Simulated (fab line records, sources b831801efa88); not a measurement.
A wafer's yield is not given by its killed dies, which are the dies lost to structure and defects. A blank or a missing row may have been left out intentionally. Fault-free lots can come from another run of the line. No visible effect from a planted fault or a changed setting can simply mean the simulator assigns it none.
fab line records / flow sfqLine / part 2 of 2: steps 22 to 29 of 29
record: lots: 5 wafers: 15 lastDay: 76
route steps=325 shown M5@208 A5B@209 R5@212 I5@228
lots with no fault: from the same line, run without faults
startH: hours from the record's opening day to when the first of the lot's shown wafers began / waitH: time in hours since the lot's previous step / " identical to the entry in the row above / L1.1+2: several wafers, shown together as one row / - either no value or no given start / * or withheld: withheld / < > ~ a bound
route shown NAME@n: NAME is a module with steps in the file, n the number in the route of the first one / usual: average and standard deviation across the fault-free wafers / same: alike in all rows / chamber/n: place in a boat / sites: each site's reading / _std_site: standard deviation of those values / _edge_site: mean of outer sites minus mean of inner sites / radiusMm: how far each site lies from the wafer's centre / mask NAME#n: copy n / behind: the most recent tool/chamber to have shaped the wafer / hold: cause of the lot's hold/its duration in hours/its outcome / device: transistor that didn't switch, given as n, p or np / end of line: the route-end tests of the same wafers / a step without rows: its recipe alone / killed: dies that structure and defects cost at the first sort, which is not the same as the wafer's yield / map: a wafer's dies, x killed, . not, _ none there
set.NAME: the setting that was run; set.NAME@STEP: the one run at that earlier step / model.NAME: the simulator's own value behind a step, which no gauge read
certain route steps with their lots: each step a table, each wafer a row
services: from which hour (startH, from the record's first day; less than 0 if before it) a tool's chamber was out of use, for how many hours, and why
== steps ==
step: SFQ_TRILAYER_I5_LITHO_COAT_149
recipe: resist: BARC spinRpm: 3000 resistThkNm: 62
usual: chillPlateTempC: 22.99/0.12 resistLineTempC: 23.00/0.098
lot.wafer=L077.3 tool=lithoTrack-02 chamber=0 startH=1233.85 waitH=0.1 chillPlateTempC=22.85 resistLineTempC=23.16
lot.wafer=L077.4 tool=lithoTrack-02 chamber=0 startH=1233.85 waitH=0.1 chillPlateTempC=22.99 resistLineTempC=23.04
lot.wafer=L077.5 tool=lithoTrack-02 chamber=0 startH=1233.85 waitH=0.1 chillPlateTempC=22.91 resistLineTempC=23.06
lot.wafer=L081.3 tool=lithoTrack-04 chamber=0 startH=1271.80 waitH=0.1 chillPlateTempC=23.25 resistLineTempC=22.99
lot.wafer=L081.4 tool=lithoTrack-04 chamber=0 startH=1271.80 waitH=0.1 chillPlateTempC=23.18 resistLineTempC=22.94
lot.wafer=L081.5 tool=lithoTrack-04 chamber=0 startH=1271.80 waitH=0.1 chillPlateTempC=23.07 resistLineTempC=22.97
lot.wafer=L083.2 tool=lithoTrack-02 chamber=0 startH=1277.75 waitH=0.1 chillPlateTempC=23.00 resistLineTempC=23.02
lot.wafer=L083.4 tool=lithoTrack-02 chamber=0 startH=1277.75 waitH=0.1 chillPlateTempC=23.17 resistLineTempC=23.06
lot.wafer=L083.5 tool=lithoTrack-02 chamber=0 startH=1277.75 waitH=0.1 chillPlateTempC=23.19 resistLineTempC=23.02
lot.wafer=L091.1 tool=lithoTrack-04 chamber=0 startH=1343.60 waitH=0.0 chillPlateTempC=22.70 resistLineTempC=23.06
lot.wafer=L091.2 tool=lithoTrack-04 chamber=0 startH=1343.60 waitH=0.0 chillPlateTempC=22.91 resistLineTempC=22.95
lot.wafer=L091.4 tool=lithoTrack-04 chamber=0 startH=1343.60 waitH=0.0 chillPlateTempC=22.96 resistLineTempC=23.01
lot.wafer=L093.3 tool=lithoTrack-01 chamber=0 startH=1360.91 waitH=0.1 chillPlateTempC=22.99 resistLineTempC=23.00
lot.wafer=L093.4 tool=lithoTrack-01 chamber=0 startH=1360.91 waitH=0.1 chillPlateTempC=22.99 resistLineTempC=23.02
lot.wafer=L093.6 tool=lithoTrack-01 chamber=0 startH=1360.91 waitH=0.1 chillPlateTempC=22.89 resistLineTempC=23.04
step: SFQ_TRILAYER_I5_LITHO_COAT_144
recipe: resist: KrF spinRpm: 3000 resistThkNm: 650
usual: chillPlateTempC: 23.03/0.11 resistLineTempC: 22.99/0.1
lot.wafer=L077.3 tool=lithoTrack-02 chamber=0 startH=1234.15 waitH=0.2 chillPlateTempC=22.86 resistLineTempC=22.91
lot.wafer=L077.4 tool=lithoTrack-02 chamber=0 startH=1234.15 waitH=0.2 chillPlateTempC=22.89 resistLineTempC=22.91
lot.wafer=L077.5 tool=lithoTrack-02 chamber=0 startH=1234.15 waitH=0.2 chillPlateTempC=22.96 resistLineTempC=22.91
lot.wafer=L081.3 tool=lithoTrack-04 chamber=0 startH=1272.10 waitH=0.2 chillPlateTempC=22.95 resistLineTempC=22.97
lot.wafer=L081.4 tool=lithoTrack-04 chamber=0 startH=1272.10 waitH=0.2 chillPlateTempC=22.86 resistLineTempC=23.03
lot.wafer=L081.5 tool=lithoTrack-04 chamber=0 startH=1272.10 waitH=0.2 chillPlateTempC=22.93 resistLineTempC=22.94
lot.wafer=L083.2 tool=lithoTrack-02 chamber=0 startH=1278.05 waitH=0.2 chillPlateTempC=23.13 resistLineTempC=22.93
lot.wafer=L083.4 tool=lithoTrack-02 chamber=0 startH=1278.05 waitH=0.2 chillPlateTempC=23.21 resistLineTempC=23.01
lot.wafer=L083.5 tool=lithoTrack-02 chamber=0 startH=1278.05 waitH=0.2 chillPlateTempC=23.09 resistLineTempC=23.10
lot.wafer=L091.1 tool=lithoTrack-04 chamber=0 startH=1343.90 waitH=0.2 chillPlateTempC=23.03 resistLineTempC=23.08
lot.wafer=L091.2 tool=lithoTrack-04 chamber=0 startH=1343.90 waitH=0.2 chillPlateTempC=23.10 resistLineTempC=22.98
lot.wafer=L091.4 tool=lithoTrack-04 chamber=0 startH=1343.90 waitH=0.2 chillPlateTempC=23.00 resistLineTempC=22.97
lot.wafer=L093.3 tool=lithoTrack-01 chamber=0 startH=1361.21 waitH=0.2 chillPlateTempC=22.89 resistLineTempC=22.89
lot.wafer=L093.4 tool=lithoTrack-01 chamber=0 startH=1361.21 waitH=0.2 chillPlateTempC=23.12 resistLineTempC=22.95
lot.wafer=L093.6 tool=lithoTrack-01 chamber=0 startH=1361.21 waitH=0.2 chillPlateTempC=23.11 resistLineTempC=22.96
step: SFQ_TRILAYER_I5_LITHO_SOFTBAKE_148
recipe: tempC: withheld timeS: withheld resist: KrF
usual: chillPlateTempC: * resistLineTempC: *
lot.wafer=L077.3 tool=lithoTrack-02 chamber=0 startH=1234.40 waitH=0.2 chillPlateTempC=* resistLineTempC=*
lot.wafer=L077.4 tool=lithoTrack-02 chamber=0 startH=1234.40 waitH=0.2 chillPlateTempC=* resistLineTempC=*
lot.wafer=L077.5 tool=lithoTrack-02 chamber=0 startH=1234.40 waitH=0.2 chillPlateTempC=* resistLineTempC=*
lot.wafer=L081.3 tool=lithoTrack-04 chamber=0 startH=1272.35 waitH=0.2 chillPlateTempC=* resistLineTempC=*
lot.wafer=L081.4 tool=lithoTrack-04 chamber=0 startH=1272.35 waitH=0.2 chillPlateTempC=* resistLineTempC=*
lot.wafer=L081.5 tool=lithoTrack-04 chamber=0 startH=1272.35 waitH=0.2 chillPlateTempC=* resistLineTempC=*
lot.wafer=L083.2 tool=lithoTrack-02 chamber=0 startH=1278.32 waitH=0.2 chillPlateTempC=* resistLineTempC=*
lot.wafer=L083.4 tool=lithoTrack-02 chamber=0 startH=1278.32 waitH=0.2 chillPlateTempC=* resistLineTempC=*
lot.wafer=L083.5 tool=lithoTrack-02 chamber=0 startH=1278.32 waitH=0.2 chillPlateTempC=* resistLineTempC=*
lot.wafer=L091.1 tool=lithoTrack-04 chamber=0 startH=1344.20 waitH=0.2 chillPlateTempC=* resistLineTempC=*
lot.wafer=L091.2 tool=lithoTrack-04 chamber=0 startH=1344.20 waitH=0.2 chillPlateTempC=* resistLineTempC=*
lot.wafer=L091.4 tool=lithoTrack-04 chamber=0 startH=1344.20 waitH=0.2 chillPlateTempC=* resistLineTempC=*
lot.wafer=L093.3 tool=lithoTrack-01 chamber=0 startH=1361.46 waitH=0.2 chillPlateTempC=* resistLineTempC=*
lot.wafer=L093.4 tool=lithoTrack-01 chamber=0 startH=1361.46 waitH=0.2 chillPlateTempC=* resistLineTempC=*
lot.wafer=L093.6 tool=lithoTrack-01 chamber=0 startH=1361.46 waitH=0.2 chillPlateTempC=* resistLineTempC=*
step: SFQ_TRILAYER_I5_LITHO_EXPOSE_145
recipe: maskId: I5 na: 0.6 sourceShape: conventional sigmaOuter: 0.65 targetCdNm: 700 doseMj: 21.3
usual: focusOffsetNm: 0.0/0.53 stageVelMmS: 499.97/0.23
lot.wafer=L077.3 tool=krfScanner-02 chamber=0 startH=1248.43 waitH=- mask=I5#0 focusOffsetNm=-0.2 stageVelMmS=500.03
lot.wafer=L077.4 tool=krfScanner-02 chamber=0 startH=1248.43 waitH=- mask=I5#0 focusOffsetNm=0.2 stageVelMmS=500.28
lot.wafer=L077.5 tool=krfScanner-02 chamber=0 startH=1248.43 waitH=- mask=I5#0 focusOffsetNm=0.3 stageVelMmS=499.99
lot.wafer=L081.3 tool=krfScanner-02 chamber=0 startH=1295.41 waitH=- mask=I5#0 focusOffsetNm=-0.5 stageVelMmS=499.61
lot.wafer=L081.4 tool=krfScanner-02 chamber=0 startH=1295.41 waitH=- mask=I5#0 focusOffsetNm=-0.7 stageVelMmS=499.75
lot.wafer=L081.5 tool=krfScanner-02 chamber=0 startH=1295.41 waitH=- mask=I5#0 focusOffsetNm=0.0 stageVelMmS=499.98
lot.wafer=L083.2 tool=krfScanner-02 chamber=0 startH=1302.41 waitH=- mask=I5#0 focusOffsetNm=-1.1 stageVelMmS=500.13
lot.wafer=L083.4 tool=krfScanner-02 chamber=0 startH=1302.41 waitH=- mask=I5#0 focusOffsetNm=-1.0 stageVelMmS=499.60
lot.wafer=L083.5 tool=krfScanner-02 chamber=0 startH=1302.41 waitH=- mask=I5#0 focusOffsetNm=-0.5 stageVelMmS=499.77
lot.wafer=L091.1 tool=krfScanner-02 chamber=0 startH=1376.06 waitH=- mask=I5#0 focusOffsetNm=-0.7 stageVelMmS=499.88
lot.wafer=L091.2 tool=krfScanner-02 chamber=0 startH=1376.06 waitH=- mask=I5#0 focusOffsetNm=-0.6 stageVelMmS=499.95
lot.wafer=L091.4 tool=krfScanner-02 chamber=0 startH=1376.06 waitH=- mask=I5#0 focusOffsetNm=-0.8 stageVelMmS=500.14
lot.wafer=L093.3 tool=krfScanner-02 chamber=0 startH=1393.26 waitH=- mask=I5#0 focusOffsetNm=0.3 stageVelMmS=499.98
lot.wafer=L093.4 tool=krfScanner-02 chamber=0 startH=1393.26 waitH=- mask=I5#0 focusOffsetNm=0.6 stageVelMmS=500.17
lot.wafer=L093.6 tool=krfScanner-02 chamber=0 startH=1393.26 waitH=- mask=I5#0 focusOffsetNm=0.6 stageVelMmS=499.68
step: SFQ_TRILAYER_I5_LITHO_PEB_147
recipe: pebTempC: 115 pebTimeS: 60 resist: KrF
usual: chillPlateTempC: 22.99/0.1 resistLineTempC: 23.01/0.095
lot.wafer=L077.3 tool=lithoTrack-04 chamber=0 startH=1249.28 waitH=0.7 chillPlateTempC=22.92 resistLineTempC=22.90
lot.wafer=L077.4 tool=lithoTrack-04 chamber=0 startH=1249.28 waitH=0.7 chillPlateTempC=22.92 resistLineTempC=22.97
lot.wafer=L077.5 tool=lithoTrack-04 chamber=0 startH=1249.28 waitH=0.7 chillPlateTempC=22.98 resistLineTempC=22.96
lot.wafer=L081.3 tool=lithoTrack-01 chamber=0 startH=1296.26 waitH=0.7 chillPlateTempC=22.94 resistLineTempC=22.90
lot.wafer=L081.4 tool=lithoTrack-01 chamber=0 startH=1296.26 waitH=0.7 chillPlateTempC=22.87 resistLineTempC=22.97
lot.wafer=L081.5 tool=lithoTrack-01 chamber=0 startH=1296.26 waitH=0.7 chillPlateTempC=22.91 resistLineTempC=22.88
lot.wafer=L083.2 tool=lithoTrack-04 chamber=0 startH=1303.43 waitH=0.8 chillPlateTempC=23.04 resistLineTempC=22.97
lot.wafer=L083.4 tool=lithoTrack-04 chamber=0 startH=1303.43 waitH=0.8 chillPlateTempC=22.98 resistLineTempC=23.12
lot.wafer=L083.5 tool=lithoTrack-04 chamber=0 startH=1303.43 waitH=0.8 chillPlateTempC=23.03 resistLineTempC=22.95
lot.wafer=L091.1 tool=lithoTrack-04 chamber=0 startH=1377.26 waitH=1.0 chillPlateTempC=22.92 resistLineTempC=23.00
lot.wafer=L091.2 tool=lithoTrack-04 chamber=0 startH=1377.26 waitH=1.0 chillPlateTempC=22.90 resistLineTempC=22.97
lot.wafer=L091.4 tool=lithoTrack-04 chamber=0 startH=1377.26 waitH=1.0 chillPlateTempC=22.84 resistLineTempC=22.96
lot.wafer=L093.3 tool=lithoTrack-01 chamber=0 startH=1394.11 waitH=0.7 chillPlateTempC=22.95 resistLineTempC=22.90
lot.wafer=L093.4 tool=lithoTrack-01 chamber=0 startH=1394.11 waitH=0.7 chillPlateTempC=22.93 resistLineTempC=23.00
lot.wafer=L093.6 tool=lithoTrack-01 chamber=0 startH=1394.11 waitH=0.7 chillPlateTempC=23.05 resistLineTempC=22.95
step: SFQ_TRILAYER_I5_LITHO_DEVELOP_146
recipe: timeS: 60 resist: KrF
usual: chillPlateTempC: 22.98/0.12 resistLineTempC: 23.00/0.1
lot.wafer=L077.3 tool=lithoTrack-04 chamber=0 startH=1249.43 waitH=0.1 chillPlateTempC=23.25 resistLineTempC=22.97
lot.wafer=L077.4 tool=lithoTrack-04 chamber=0 startH=1249.43 waitH=0.1 chillPlateTempC=22.83 resistLineTempC=22.98
lot.wafer=L077.5 tool=lithoTrack-04 chamber=0 startH=1249.43 waitH=0.1 chillPlateTempC=22.93 resistLineTempC=22.99
lot.wafer=L081.3 tool=lithoTrack-01 chamber=0 startH=1296.41 waitH=0.1 chillPlateTempC=23.08 resistLineTempC=23.04
lot.wafer=L081.4 tool=lithoTrack-01 chamber=0 startH=1296.41 waitH=0.1 chillPlateTempC=23.09 resistLineTempC=23.14
lot.wafer=L081.5 tool=lithoTrack-01 chamber=0 startH=1296.41 waitH=0.1 chillPlateTempC=22.94 resistLineTempC=23.21
lot.wafer=L083.2 tool=lithoTrack-04 chamber=0 startH=1303.58 waitH=0.1 chillPlateTempC=23.26 resistLineTempC=23.13
lot.wafer=L083.4 tool=lithoTrack-04 chamber=0 startH=1303.58 waitH=0.1 chillPlateTempC=23.22 resistLineTempC=22.97
lot.wafer=L083.5 tool=lithoTrack-04 chamber=0 startH=1303.58 waitH=0.1 chillPlateTempC=23.10 resistLineTempC=22.91
lot.wafer=L091.1 tool=lithoTrack-04 chamber=0 startH=1377.41 waitH=0.1 chillPlateTempC=22.89 resistLineTempC=22.91
lot.wafer=L091.2 tool=lithoTrack-04 chamber=0 startH=1377.41 waitH=0.1 chillPlateTempC=23.05 resistLineTempC=22.84
lot.wafer=L091.4 tool=lithoTrack-04 chamber=0 startH=1377.41 waitH=0.1 chillPlateTempC=22.87 resistLineTempC=22.82
lot.wafer=L093.3 tool=lithoTrack-01 chamber=0 startH=1394.26 waitH=0.1 chillPlateTempC=23.02 resistLineTempC=22.90
lot.wafer=L093.4 tool=lithoTrack-01 chamber=0 startH=1394.26 waitH=0.1 chillPlateTempC=22.74 resistLineTempC=23.05
lot.wafer=L093.6 tool=lithoTrack-01 chamber=0 startH=1394.26 waitH=0.1 chillPlateTempC=22.79 resistLineTempC=22.92
step: SFQ_I5_OVL_MEAS_936
usual: I5_OVL: -4/5.6
lot.wafer=L077.3 tool=overlay-01 chamber=- startH=1249.55 waitH=0.1 I5_OVL[nm]=-6
lot.wafer=L077.4 tool=overlay-01 chamber=- startH=1249.55 waitH=0.1 I5_OVL[nm]=0
lot.wafer=L077.5 tool=overlay-01 chamber=- startH=1249.55 waitH=0.1 I5_OVL[nm]=-1
lot.wafer=L081.3 tool=overlay-02 chamber=- startH=1296.52 waitH=0.1 I5_OVL[nm]=-9
lot.wafer=L081.4 tool=overlay-02 chamber=- startH=1296.52 waitH=0.1 I5_OVL[nm]=-14
lot.wafer=L081.5 tool=overlay-02 chamber=- startH=1296.52 waitH=0.1 I5_OVL[nm]=-11
lot.wafer=L083.2 tool=overlay-02 chamber=- startH=1303.71 waitH=0.1 I5_OVL[nm]=0
lot.wafer=L083.4 tool=overlay-02 chamber=- startH=1303.71 waitH=0.1 I5_OVL[nm]=0
lot.wafer=L083.5 tool=overlay-02 chamber=- startH=1303.71 waitH=0.1 I5_OVL[nm]=-1
lot.wafer=L091.1 tool=overlay-01 chamber=- startH=1377.56 waitH=0.1 I5_OVL[nm]=0
lot.wafer=L091.2 tool=overlay-01 chamber=- startH=1377.56 waitH=0.1 I5_OVL[nm]=-2
lot.wafer=L091.4 tool=overlay-01 chamber=- startH=1377.56 waitH=0.1 I5_OVL[nm]=-5
lot.wafer=L093.3 tool=overlay-02 chamber=- startH=1394.37 waitH=0.1 I5_OVL[nm]=-9
lot.wafer=L093.4 tool=overlay-02 chamber=- startH=1394.37 waitH=0.1 I5_OVL[nm]=-7
lot.wafer=L093.6 tool=overlay-02 chamber=- startH=1394.37 waitH=0.1 I5_OVL[nm]=-12
step: SFQ_TRILAYER_I5_BARC_OPEN_VIA_ETCH_200
recipe: maskMaterial: PR chemistry: O2 targetDepthNm: 125 target: BARC sourceW: 500 biasW: 80 pressureMtorr: 30 timeS: 41.7
usual: drypumpMotorCurrentA: 5.8/0.4 oesProductAu: 0.685/0.005 rfFwdPowerW: 494.9/2.3
lot.wafer=L077.3 tool=rieDiel-03 chamber=1 startH=1249.57 waitH=0.0 drypumpMotorCurrentA=6.1 oesProductAu=0.687 rfFwdPowerW=495.9 rfHoursCounterH=9
lot.wafer=L077.4 tool=rieDiel-03 chamber=0 startH=1249.57 waitH=0.0 drypumpMotorCurrentA=6.0 oesProductAu=0.678 rfFwdPowerW=489.9 rfHoursCounterH=16
lot.wafer=L077.5 tool=rieDiel-03 chamber=1 startH=1249.57 waitH=0.0 drypumpMotorCurrentA=6.1 oesProductAu=0.684 rfFwdPowerW=495.2 rfHoursCounterH=-
lot.wafer=L081.3 tool=rieDiel-02 chamber=3 startH=1296.54 waitH=0.0 drypumpMotorCurrentA=5.8 oesProductAu=0.685 rfFwdPowerW=491.1 rfHoursCounterH=19
lot.wafer=L081.4 tool=rieDiel-02 chamber=0 startH=1296.54 waitH=0.0 drypumpMotorCurrentA=6.0 oesProductAu=0.685 rfFwdPowerW=492.9 rfHoursCounterH=9
lot.wafer=L081.5 tool=rieDiel-02 chamber=0 startH=1296.54 waitH=0.0 drypumpMotorCurrentA=6.0 oesProductAu=0.686 rfFwdPowerW=491.8 rfHoursCounterH=-
lot.wafer=L083.2 tool=rieDiel-01 chamber=1 startH=1303.74 waitH=0.0 drypumpMotorCurrentA=5.8 oesProductAu=0.689 rfFwdPowerW=495.7 rfHoursCounterH=11
lot.wafer=L083.4 tool=rieDiel-01 chamber=0 startH=1303.74 waitH=0.0 drypumpMotorCurrentA=4.8 oesProductAu=0.685 rfFwdPowerW=498.6 rfHoursCounterH=17
lot.wafer=L083.5 tool=rieDiel-01 chamber=1 startH=1303.74 waitH=0.0 drypumpMotorCurrentA=5.9 oesProductAu=0.681 rfFwdPowerW=495.2 rfHoursCounterH=-
lot.wafer=L091.1 tool=rieDiel-03 chamber=1 startH=1377.59 waitH=0.0 drypumpMotorCurrentA=6.1 oesProductAu=0.681 rfFwdPowerW=494.9 rfHoursCounterH=12
lot.wafer=L091.2 tool=rieDiel-03 chamber=0 startH=1377.59 waitH=0.0 drypumpMotorCurrentA=6.0 oesProductAu=0.682 rfFwdPowerW=492.6 rfHoursCounterH=18
lot.wafer=L091.4 tool=rieDiel-03 chamber=2 startH=1377.59 waitH=0.0 drypumpMotorCurrentA=5.9 oesProductAu=0.683 rfFwdPowerW=495.9 rfHoursCounterH=19
lot.wafer=L093.3 tool=rieDiel-02 chamber=1 startH=1394.39 waitH=0.0 drypumpMotorCurrentA=6.1 oesProductAu=0.683 rfFwdPowerW=495.4 rfHoursCounterH=23
lot.wafer=L093.4 tool=rieDiel-02 chamber=0 startH=1394.39 waitH=0.0 drypumpMotorCurrentA=6.0 oesProductAu=0.692 rfFwdPowerW=490.0 rfHoursCounterH=11
lot.wafer=L093.6 tool=rieDiel-02 chamber=2 startH=1394.39 waitH=0.0 drypumpMotorCurrentA=6.2 oesProductAu=0.699 rfFwdPowerW=491.3 rfHoursCounterH=-
== services ==
tool=krfScanner-01 chamber=- startH=1086.65 hours=0.8 kind=pm
tool=krfScanner-02 chamber=- startH=1090.83 hours=0.5 kind=repair
tool=pecvd-04 chamber=- startH=1091.42 hours=2.8 kind=pm
tool=krfScanner-01 chamber=- startH=1109.00 hours=1.0 kind=pm
tool=krfScanner-01 chamber=- startH=1141.20 hours=1.3 kind=pm
tool=krfScanner-02 chamber=- startH=1144.18 hours=1.0 kind=pm
tool=krfScanner-02 chamber=- startH=1170.38 hours=0.8 kind=pm
tool=krfScanner-02 chamber=- startH=1191.53 hours=1.3 kind=pm
tool=wetBench-01 chamber=- startH=1197.39 hours=2.0 kind=repair
tool=wetBench-01 chamber=- startH=1199.27 hours=2.1 kind=repair
tool=rieMetal-04 chamber=- startH=1242.37 hours=0.2 kind=repair
tool=krfScanner-02 chamber=- startH=1254.34 hours=3.5 kind=repair
tool=krfScanner-01 chamber=- startH=1258.90 hours=0.8 kind=pm
tool=krfScanner-01 chamber=- startH=1277.65 hours=1.0 kind=pm
tool=krfScanner-01 chamber=- startH=1289.79 hours=0.4 kind=repair
tool=rieMetal-01 chamber=0 startH=1293.95 hours=27.8 kind=repair
tool=krfScanner-02 chamber=- startH=1313.01 hours=1.0 kind=pm
tool=krfScanner-01 chamber=- startH=1317.05 hours=1.3 kind=pm
tool=krfScanner-02 chamber=- startH=1338.01 hours=0.8 kind=pm
tool=pecvd-04 chamber=- startH=1340.34 hours=2.5 kind=repair
tool=pvdSputter-05 chamber=- startH=1362.29 hours=5.1 kind=repair
tool=krfScanner-02 chamber=- startH=1367.56 hours=1.3 kind=pm
tool=pecvd-04 chamber=- startH=1383.41 hours=0.6 kind=repair
tool=krfScanner-01 chamber=- startH=1385.96 hours=4.0 kind=pm
